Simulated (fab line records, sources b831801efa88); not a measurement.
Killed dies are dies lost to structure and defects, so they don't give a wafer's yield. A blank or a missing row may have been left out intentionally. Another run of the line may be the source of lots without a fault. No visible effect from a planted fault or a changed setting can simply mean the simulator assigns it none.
Which tool is to blame? | flow sky130 | 11 lots with 33 wafers sampled at 4 steps, on a route of 708 steps

## WHAT EACH GAUGE READ, for each wafer
SKY_CAP2M_RS_MEAS_03: the measuring method here is four-point-probe. Usual: for CAP2M_TIN_RS the level is 6.91 ohm/sq and the standard deviation is 0.088.
lot  | measured     | on           | CAP2M_TIN_RS (ohm/sq) | flag
L969 | day 40 13:53 | filmMetro-01 | 6.95 6.99 6.97        | 
L970 | day 40 18:05 | filmMetro-01 | 6.80 6.74 6.75        | 
L971 | day 40 21:49 | filmMetro-03 | 6.88 6.85 6.75        | 
L972 | day 41 09:45 | filmMetro-03 | 6.82 6.77 6.81        | 
L973 | day 41 14:50 | filmMetro-03 | 6.91 6.89 6.97        | 
L976 | day 42 04:36 | filmMetro-04 | 6.78 6.88 6.96        | 
L978 | day 42 21:28 | filmMetro-03 | 6.89 6.81 6.95        | 
L979 | day 43 01:07 | filmMetro-03 | 7.01 6.98 6.92        | 
L980 | day 43 12:24 | filmMetro-03 | 6.75 6.78 6.78        | 
L982 | day 43 18:14 | filmMetro-04 | 6.85 6.92 6.93        | 
L983 | day 44 10:58 | filmMetro-03 | 6.84 6.95 6.90        | 

## WHAT TOOL EACH LOT RAN ON (gives the tool, then ch and the chambers of the sampled wafers, and finally the start)
lot  | SKY_VIA3_ETCH_14                  | SKY_VIA3_SPUTTER_20         | SKY_METAL4_SPUTTER_02
L969 | rieDiel-02 ch 0,1,3, day 40 12:08 | pvdSputter-02, day 40 12:50 | pvdSputter-04, day 40 13:33
L970 | rieDiel-02 ch 2,3, day 40 16:21   | pvdSputter-02, day 40 17:02 | pvdSputter-04, day 40 17:45
L971 | rieDiel-03 ch 1,2,3, day 40 20:06 | pvdSputter-03, day 40 20:47 | pvdSputter-04, day 40 21:30
L972 | rieDiel-04 ch 1,2,3, day 41 07:54 | pvdSputter-03, day 41 08:37 | pvdSputter-03, day 41 09:27
L973 | rieDiel-02 ch 0,3, day 41 13:05   | pvdSputter-03, day 41 13:47 | pvdSputter-01, day 41 14:30
L976 | rieDiel-02 ch 0,2,3, day 42 02:51 | pvdSputter-02, day 42 03:32 | pvdSputter-03, day 42 04:15
L978 | rieDiel-04 ch 0,2, day 42 19:42   | pvdSputter-03, day 42 20:24 | pvdSputter-04, day 42 21:07
L979 | rieDiel-02 ch 0,2,3, day 42 23:23 | pvdSputter-01, day 43 00:05 | pvdSputter-04, day 43 00:49
L980 | rieDiel-03 ch 1,2,3, day 43 10:40 | pvdSputter-01, day 43 11:22 | pvdSputter-01, day 43 12:05
L982 | rieDiel-04 ch 0,1, day 43 16:29   | pvdSputter-03, day 43 17:13 | pvdSputter-04, day 43 17:55
L983 | rieDiel-04 ch 0,2, day 44 09:11   | pvdSputter-02, day 44 09:55 | pvdSputter-04, day 44 10:38
- SKY_VIA3_ETCH_14: etches BARC in N2/H2, stops on SiO2, time 45.9 s, target depth 60 nm.
- SKY_VIA3_SPUTTER_20: material TiN, target thk 20 nm, time 80 s.
- SKY_METAL4_SPUTTER_02: material AlCu, target thk 735 nm, time 39.1 s.

## AS READ BY THE TOOLS THEMSELVES (means over the sampled wafers that have a number; for cases with no such wafer, the mark the record gives instead)
SKY_VIA3_ETCH_14. Usual: drypumpMotorCurrentA 5.7 A, standard deviation 0.58; oesProductAu 0.854 a.u., standard deviation 0.0048; throttleValvePct 13.226 %, standard deviation 0.0085.
lot  | tool       | drypumpMotorCurrentA (A) | oesProductAu (a.u.) | throttleValvePct (%) | flag
L969 | rieDiel-02 | 5.5                      | 0.853               | 13.220               | 
L970 | rieDiel-02 | 6.0                      | 0.853               | 13.229               | 
L971 | rieDiel-03 | 5.7                      | 0.849               | 13.222               | 
L972 | rieDiel-04 | 5.3                      | 0.854               | 13.233               | 
L973 | rieDiel-02 | 5.8                      | 0.855               | 13.230               | 
L976 | rieDiel-02 | 6.0                      | 0.853               | 13.215               | 
L978 | rieDiel-04 | 6.0                      | 0.853               | 13.225               | 
L979 | rieDiel-02 | 6.0                      | 0.853               | 13.233               | 
L980 | rieDiel-03 | 5.7                      | 0.854               | 13.226               | 
L982 | rieDiel-04 | 6.3                      | 0.851               | 13.225               | 
L983 | rieDiel-04 | 6.4                      | 0.852               | 13.221               | 

SKY_VIA3_SPUTTER_20. Usual: throttleValvePct reads 30.1 % (standard deviation 1).
lot  | tool          | throttleValvePct (%) | flag
L969 | pvdSputter-02 | 30.9                 | 
L970 | pvdSputter-02 | 30.2                 | 
L971 | pvdSputter-03 | 29.6                 | 
L972 | pvdSputter-03 | 29.8                 | 
L973 | pvdSputter-03 | 29.0                 | 
L976 | pvdSputter-02 | 30.2                 | 
L978 | pvdSputter-03 | 29.3                 | 
L979 | pvdSputter-01 | 31.3                 | 
L980 | pvdSputter-01 | 29.9                 | 
L982 | pvdSputter-03 | 29.5                 | 
L983 | pvdSputter-02 | 29.8                 | 

SKY_METAL4_SPUTTER_02. Usual: throttleValvePct reads 30.1 % (standard deviation 1.3).
lot  | tool          | throttleValvePct (%) | flag
L969 | pvdSputter-04 | 29.7                 | 
L970 | pvdSputter-04 | 31.5                 | 
L971 | pvdSputter-04 | 29.2                 | 
L972 | pvdSputter-03 | 30.3                 | 
L973 | pvdSputter-01 | 30.0                 | 
L976 | pvdSputter-03 | 30.3                 | 
L978 | pvdSputter-04 | 31.5                 | 
L979 | pvdSputter-04 | 30.3                 | 
L980 | pvdSputter-01 | 29.9                 | 
L982 | pvdSputter-04 | 31.1                 | 
L983 | pvdSputter-04 | 30.2                 | 

## THE ANSWER, worked out from the rows above alone
Rule: lot off if the mean of its wafers having a number is beyond 3 standard deviations from the usual mean. A lot without any number at a reading at which 4 lots or more have one is off too. Any other lot the step has rows for is counted as sound. After the gauges, taken in route order, come the tools' own readings; for these a lot's mean is taken, as printed above. At the first step where some lot is off, the reading lying furthest off is the one used; lots without a number count as furthest.
None of the lots is off at any reading shown; this tells nothing.

## WHAT WAS PUT IN BY THE SIMULATOR
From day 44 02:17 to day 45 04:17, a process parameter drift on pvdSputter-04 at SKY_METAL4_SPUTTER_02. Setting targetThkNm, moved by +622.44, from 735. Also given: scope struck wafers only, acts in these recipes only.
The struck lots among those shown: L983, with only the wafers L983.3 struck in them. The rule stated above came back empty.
